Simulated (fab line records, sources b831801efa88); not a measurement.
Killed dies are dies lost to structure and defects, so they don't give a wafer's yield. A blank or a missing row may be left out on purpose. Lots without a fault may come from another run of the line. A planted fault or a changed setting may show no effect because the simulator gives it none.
A struck lot beside a sound one | flow sfq_line | 13 steps out of a route of 325
Sound: wafers L977.1, L977.3, L977.5. Struck: wafers L984.1, L984.2, L984.5. The cause comes at the end.
At each step with rows: each side's tool, then ch and its chambers, then its first start. Under that, the readings that differ: sound wafers | struck wafers | difference of the means | sigmas: that difference in standard deviations of wafers without a fault.
alike: readings whose means differ by less than 2 such deviations, and words and numbers that are the same on both sides. not compared: withheld readings, readings that some wafer has no value for, bounds like >300 that may hide the same value, and numbers for which the record gives no deviation and whose values overlap.
The two part at a step that has a row with sigmas, a row that says differs or no value, or rows on one side only. Numbers that don't overlap but have no deviation are shown without sigmas and don't part them. A reading that every wafer of one side lacks parts them only if that side has two wafers or more.

first, 1 step without rows for these wafers: SFQ_TRILAYER_M7_DEP_PRE_CLEAN_176 (time 22.5 s).
SFQ_TRILAYER_M7_DEP_SPUTTER_175: material Nb, target thk 200 nm, time 133.3 s.
  sound on pvd_sputter-03, day 77 19:16; struck on pvd_sputter-04, day 88 07:43
  alike: substrate_temp_c, throttle_valve_pct
SFQ_M7_RS_MEAS_943: measures by four-point-probe.
  sound on film_metro-04, day 77 19:22; struck on film_metro-03, day 88 07:48
  reading           | sound             | struck            | difference | sigmas
  M7_NB_RS (ohm/sq) | 0.916 0.898 0.903 | 0.893 0.868 0.885 | -0.024     | -2
then, 6 steps without rows for these wafers: SFQ_TRILAYER_M7_LITHO_COAT_182 (resist thk 62 nm); SFQ_TRILAYER_M7_LITHO_COAT_177 (resist thk 600 nm); SFQ_TRILAYER_M7_LITHO_SOFTBAKE_181; SFQ_TRILAYER_M7_LITHO_EXPOSE_178 (exposes mask M7, target cd 500 nm); SFQ_TRILAYER_M7_LITHO_PEB_180 (peb time 60 s); SFQ_TRILAYER_M7_LITHO_DEVELOP_179 (time 60 s).
-- the record jumps here: 3 days lie between the struck wafers' starts before and after --
SFQ_M7_OVL_MEAS_945:
  sound on overlay-01, day 82 04:10; struck on overlay-02, day 91 14:58
  alike: M7_OVL
SFQ_TRILAYER_M7_BARC_OPEN_METAL_ETCH_229: etches BARC in O2, target depth 125 nm, time 41.7 s.
  sound on rie_metal-03 ch 1, day 82 04:13; struck on rie_metal-03 ch 1, day 91 15:00
  alike: chamber_pressure_mTorr, drypump_motor_current_A, oes_product_au, rf_fwd_power_W
  not compared: rf_hours_counter_h
SFQ_TRILAYER_M7_ETCH_METAL_ETCH_180: etches Nb in Cl2/Ar, stops on SiO2, target depth 240 nm, time 120 s.
  sound on rie_metal-03 ch 1, day 82 04:20; struck on rie_metal-03 ch 1, day 91 15:07
  reading                                             | sound             | struck            | difference | sigmas
  rf_fwd_power_W (W)                                  | 596.0 595.3 594.0 | 495.8 497.1 496.8 | -98.5      | -52
  model.KrF_of_TRILAYER_M7_LITHO_COAT_177.thk_nm (nm) | 387.4 387.5 387.3 | 404.9 405.3 407.2 | +18.4      |
  alike: chamber_pressure_mTorr, drypump_motor_current_A, oes_product_au
  not compared: rf_hours_counter_h
SFQ_TRILAYER_M7_STRIP_STRIP_181: strips in O2.
  sound on rie_metal-03 ch 1, day 82 04:35; struck on rie_metal-03 ch 1, day 91 15:22
  alike: chamber_pressure_mTorr, drypump_motor_current_A, oes_product_au
  not compared: rf_hours_counter_h

WHERE THEY PART
First at SFQ_M7_RS_MEAS_943; last, within this record, at SFQ_TRILAYER_M7_ETCH_METAL_ETCH_180. Later steps at which nothing parts them and some readings are alike: SFQ_TRILAYER_M7_STRIP_STRIP_181.

WHY: what the simulator had put in
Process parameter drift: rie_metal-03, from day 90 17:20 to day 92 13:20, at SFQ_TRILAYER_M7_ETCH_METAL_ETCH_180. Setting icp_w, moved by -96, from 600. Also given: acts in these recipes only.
